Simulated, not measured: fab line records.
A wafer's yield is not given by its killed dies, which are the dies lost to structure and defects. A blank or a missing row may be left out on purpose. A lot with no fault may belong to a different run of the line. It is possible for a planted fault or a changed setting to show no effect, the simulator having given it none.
Code-filled problem report in 8D (eight disciplines) form ; flow sky130 ; the parts of the form that need people (team, actions taken, sign-off) are left out

1. WHAT WENT WRONG
Wafers free of any fault read 208.5 (standard deviation 1.2) for VT_ADJUST_HVTR_TW at SKY_VT_ADJUST_HVTR_TW_MEAS_11, against a mean of 147.5 on 6 wafers of 2 lots. That is -51 standard deviations from the usual mean.
The first sign was on wafer L412.1 at day 14 01:07, on filmMetro-03. The record holds 36 wafers of 12 lots with a number at this step. Rule for "out" (also "out of limits"): further than 4 standard deviations from the usual mean. The rest of the wafers with a number are treated as sound.

2. WHAT IT IS; WHAT IT IS NOT
question;is;is not
which readings at this step;VT_ADJUST_HVTR_TW;-
which lots;L412, L413;L399, L401, L402, L403, L404, L408, L409, L410, L411, L421
which wafers of those lots;all that have a number;-
read on which gauges;filmMetro-03, filmMetro-04;filmMetro-01
when;from day 14 01:07;"up to then (24 sound wafers); but 6 sound wafers of L411, L421 came after"

3. SUSPECTS, AND WHAT RULES EACH OUT
Counting: a tool stays on the suspect list if, at a process step up to the reading, it processed all lots that are out and no sound lot following the first of them.
- the gauge at SKY_VT_ADJUST_HVTR_TW_MEAS_11 is ruled out. 2 gauges (filmMetro-03, filmMetro-04) read the wafers that are out.
- implanter-04 at SKY_VT_ADJUST_HVTR_IMPLANT_09: kept. All lots that are out passed through it, beginning with L412 at day 14 00:52, and no sound lot followed; its final sound lot before that point was L409 at day 13 15:22. On those wafers its own readings are out: doseIonsCm2, faradayCurrentUA.
The count leaves implanter-04 at SKY_VT_ADJUST_HVTR_IMPLANT_09.

4. THE CAUSE (what the simulator had put in)
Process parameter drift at SKY_VT_ADJUST_HVTR_IMPLANT_09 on implanter-04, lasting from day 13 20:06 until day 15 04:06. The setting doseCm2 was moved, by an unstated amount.
This tool alone remained once counting was done.

5. SEQUENCE OF EFFECTS, ordered by route
Each row: a reading where the mean over the struck wafers with a number is more than 3 standard deviations away from the usual. Scope: only readings with a usual standard deviation given in the record; hours: median across lots of the time from each lot's start at the first step in this table that gives one to its start at this step; sigmas: change in usual standard deviations.
hours;step;reading;usual;on struck wafers;change;sigmas
0;SKY_VT_ADJUST_HVTR_IMPLANT_09;doseIonsCm2;2.1e+12;5.9e+11;-1.5e+12;-99 or more
0;SKY_VT_ADJUST_HVTR_IMPLANT_09;faradayCurrentUA;11.87;3.33;-8.54;-34
0;SKY_VT_ADJUST_HVTR_TW_MEAS_11;VT_ADJUST_HVTR_TW;208.5;147.5;-61.0;-51
The process steps in it:
- SKY_VT_ADJUST_HVTR_IMPLANT_09

6. WHAT WOULD HAVE CAUGHT IT SOONER
In this record the first reading out of limits at a measuring or inspecting step was taken at day 14 01:07, 5 hours after the fault began at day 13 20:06.
Tool's own readings at SKY_VT_ADJUST_HVTR_IMPLANT_09, doseIonsCm2, faradayCurrentUA: out on all struck wafers the step has rows for; an alarm limit on them would have tripped on the first.
L413, from the lots that are out (2), started SKY_VT_ADJUST_HVTR_IMPLANT_09 on implanter-04 later than day 14 01:07. Holding the tool at that time would have saved it.
